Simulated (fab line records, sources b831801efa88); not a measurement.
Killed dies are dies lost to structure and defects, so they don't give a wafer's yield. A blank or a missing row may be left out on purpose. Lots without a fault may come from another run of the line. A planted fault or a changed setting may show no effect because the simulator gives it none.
A struck lot beside a sound one | flow gf180mcu | 15 steps out of a route of 602
Sound: wafers L709.1, L709.3, L709.6. Struck: wafers L701.1, L701.5. (L701.4 of the same lot was not struck and is left out.) The cause comes at the end.
At each step with rows: each side's tool, then ch and its chambers, then its first start. Under that, the readings that differ: sound wafers | struck wafers | difference of the means | sigmas: that difference in standard deviations of wafers without a fault.
alike: readings whose means differ by less than 2 such deviations, and words and numbers that are the same on both sides. not compared: withheld readings, readings that some wafer has no value for, bounds like >300 that may hide the same value, and numbers for which the record gives no deviation and whose values overlap.
The two part at a step that has a row with sigmas, a row that says differs or no value, or rows on one side only. Numbers that don't overlap but have no deviation are shown without sigmas and don't part them. A reading that every wafer of one side lacks parts them only if that side has two wafers or more.

first, 3 steps without rows for these wafers: GF_PSD_EXPOSE_04 (exposes mask Pplus, target cd 400 nm); GF_PSD_PEB_05; GF_PSD_DEVELOP_06 (develop time 60 s).
GF_PSD_CD_MEAS_07: target cd 400 nm.
  sound on cd_sem-02, day 19 22:57; struck on cd_sem-02, day 16 17:24
  reading    | sound             | struck      | difference | sigmas
  cd_nm (nm) | 404.1 402.5 402.8 | 397.0 394.6 | -7.3       | -3
GF_PSD_OVL_MEAS_08:
  sound on overlay-02, day 19 23:04; struck on overlay-02, day 16 17:31
  alike: PSD_OVL
then, 1 step without rows for these wafers: GF_PSD_IMPLANT_09.
GF_PSD_STRIP_10: strips in O2/N2.
  sound on plasma_asher-02 ch 0,1, day 19 23:16; struck on plasma_asher-01 ch 0,1, day 16 17:43
  reading                      | sound             | struck      | difference | sigmas
  heater_power_w (W)           | 301 290 297       | 355 330     | +46        | +2
  strip_time_to_endpoint_s (s) | 16.64 16.61 16.58 | 16.52 16.53 | -0.09      | -2
  alike: chamber_pressure_mTorr, drypump_motor_current_A, oes_product_au
  not compared: rf_hours_counter_h
GF_PSD_TW_MEAS_11:
  sound on film_metro-01, day 19 23:22; struck on film_metro-02, day 16 17:49
  reading | sound          | struck    | difference | sigmas
  PSD_TW  | 3229 3245 3233 | 3137 3159 | -88        | -2
then, 1 step without rows for these wafers: GF_PSD_CLEAN_12 (cleans in SC1/SC2, time 150 s).
GF_PSD_RTA_13: time 20 s.
  sound on rtp_anneal-01 ch 0, day 19 23:28; struck on rtp_anneal-01 ch 0, day 16 17:55
  alike: lamp_power_pct, wafer_temp_C_max
GF_PSD_RS_MEAS_14: measures by four-point-probe.
  sound on film_metro-01, day 19 23:33; struck on film_metro-03, day 16 18:00
  alike: NSD_RS
GF_PSD_RS_MEAS_15: measures by four-point-probe.
  sound on film_metro-01, day 19 23:40; struck on film_metro-03, day 16 18:07
  alike: PSD_RS
GF_SAB_CVD_00: deposits SiO2 from TEOS, target thk 50 nm, time 4.9302 s.
  sound on pecvd-04 ch 0,2, day 19 23:47; struck on pecvd-03 ch 2, day 16 18:14
  alike: heater_power_w
GF_SAB_THK_MEAS_01:
  sound on film_metro-04, day 19 23:49; struck on film_metro-04, day 16 18:29
  reading             | sound          | struck    | difference | sigmas
  SAB_CVD_00_THK (nm) | 48.2 49.4 49.9 | 41.7 42.0 | -7.3       | -11
  not compared: hold
then, 1 step without rows for these wafers: GF_PASSIVATION_PROBE_99.

WHERE THEY PART
First at GF_PSD_CD_MEAS_07; last, within this record, at GF_SAB_THK_MEAS_01.

WHY: what the simulator had put in
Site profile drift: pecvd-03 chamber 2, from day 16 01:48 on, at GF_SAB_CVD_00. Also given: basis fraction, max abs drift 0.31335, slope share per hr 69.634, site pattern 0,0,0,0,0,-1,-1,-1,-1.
